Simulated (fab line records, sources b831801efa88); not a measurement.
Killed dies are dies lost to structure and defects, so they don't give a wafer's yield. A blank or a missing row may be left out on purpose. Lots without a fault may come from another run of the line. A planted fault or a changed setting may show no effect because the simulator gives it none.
Problem report in the 8D (eight disciplines) form, filled by code | flow sky130 | the parts of the form that need people (team, actions taken, sign-off) are left out

1. THE PROBLEM
oes_product_au at SKY_VIA2_ETCH_15 reads a mean of 1.004 a.u. on 3 wafers of 2 lots; wafers without a fault read 0.939 a.u. with a standard deviation of 0.0044. That is +15 standard deviations from the usual mean.
The step: etches SiO2 in C4F8/O2/Ar, stops on TiN, target depth 546 nm, time 84 s.
First seen on wafer L676.6, day 40 08:58, on rie_diel-04. The record holds 37 wafers of 13 lots with a number at this step. Rule for "out", or "out of limits": more than 4 standard deviations from the usual mean. The other wafers with a number count as sound.

2. WHAT IT IS AND WHAT IT IS NOT
question                    | is                       | is not
which readings at this step | oes_product_au           | -
which lots                  | L676, L679               | L665, L666, L667, L668, L669, L671, L674, L675, L677, L681, L686
which wafers of those lots  | L676.6, L679.5, L679.6   | L676.2, L676.4, L679.4
read on which tools         | rie_diel-01, rie_diel-04 | rie_diel-03
when                        | from day 40 08:58        | up to then (26 sound wafers); but 8 sound wafers of L677, L679, L681, L686 came after

3. SUSPECTS, AND WHAT RULES EACH OUT
Counting: a tool at a process step up to the reading stays a suspect if it ran every lot that is out. Sound lots after the first of them don't rule it out here, since some wafers of a struck lot are sound.
- pvd_sputter-01 at SKY_METAL1_SPUTTER_03 (material Ti, target thk 5 nm, time 3.3 s): kept. It ran every lot that is out, first L676 (day 35 23:19); its last sound lot up to then is L665 (day 31 10:11).
- cmp-01 at SKY_VIA2_CMP_02 (polishes SiO2): kept. It ran every lot that is out, first L676 (day 39 07:40); its last sound lot up to then is L675 (day 38 23:28).
Left after counting: pvd_sputter-01 at SKY_METAL1_SPUTTER_03, cmp-01 at SKY_VIA2_CMP_02.

4. THE CAUSE (what the simulator had put in)
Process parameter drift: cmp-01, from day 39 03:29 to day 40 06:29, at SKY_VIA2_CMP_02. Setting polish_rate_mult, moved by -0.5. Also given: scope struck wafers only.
Counting left 2 suspects, and this tool is among them.

5. THE CHAIN OF EFFECTS, in route order
Each row: a reading whose mean over the struck wafers that have a number lies more than 3 standard deviations from the usual. Only readings for which the record gives a usual standard deviation are gone through. hours: the time from each lot's start at the first step in this table that gives one to its start at this step, as a median over the lots. sigmas: the change in usual standard deviations.
hours | step                  | reading            | usual      | on struck wafers | change | sigmas
0     | SKY_VIA2_ETCH_15      | oes_product_au     | 0.939 a.u. | 1.004            | +0.065 | +15
206   | SKY_PAD_OPEN_PROBE_99 | killed_at_M0_to_M3 | 43         | 452              | +409   | +52
206   | SKY_PAD_OPEN_PROBE_99 | killed_dies        | 87         | 492              | +405   | +45
206   | SKY_PAD_OPEN_PROBE_99 | killed_on_rim      | 17         | 96               | +79    | +23
The process steps in it:
- SKY_VIA2_ETCH_15: etches SiO2 in C4F8/O2/Ar, stops on TiN, target depth 546 nm, time 84 s.
- SKY_PAD_OPEN_PROBE_99

6. WHAT WOULD HAVE CAUGHT IT SOONER
In this record the first reading out of limits was taken at day 40 08:58, 29 hours after the fault began at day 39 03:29.
Of the tool readings at SKY_VIA2_CMP_02 for which the record gives a usual standard deviation, none was out on any struck wafer, so an alarm limit of 4 standard deviations on them would not have fired.
All the lots that are out (2) had begun SKY_VIA2_CMP_02 on cmp-01 by day 40 08:58. A hold on the tool at that time would have spared none of them.
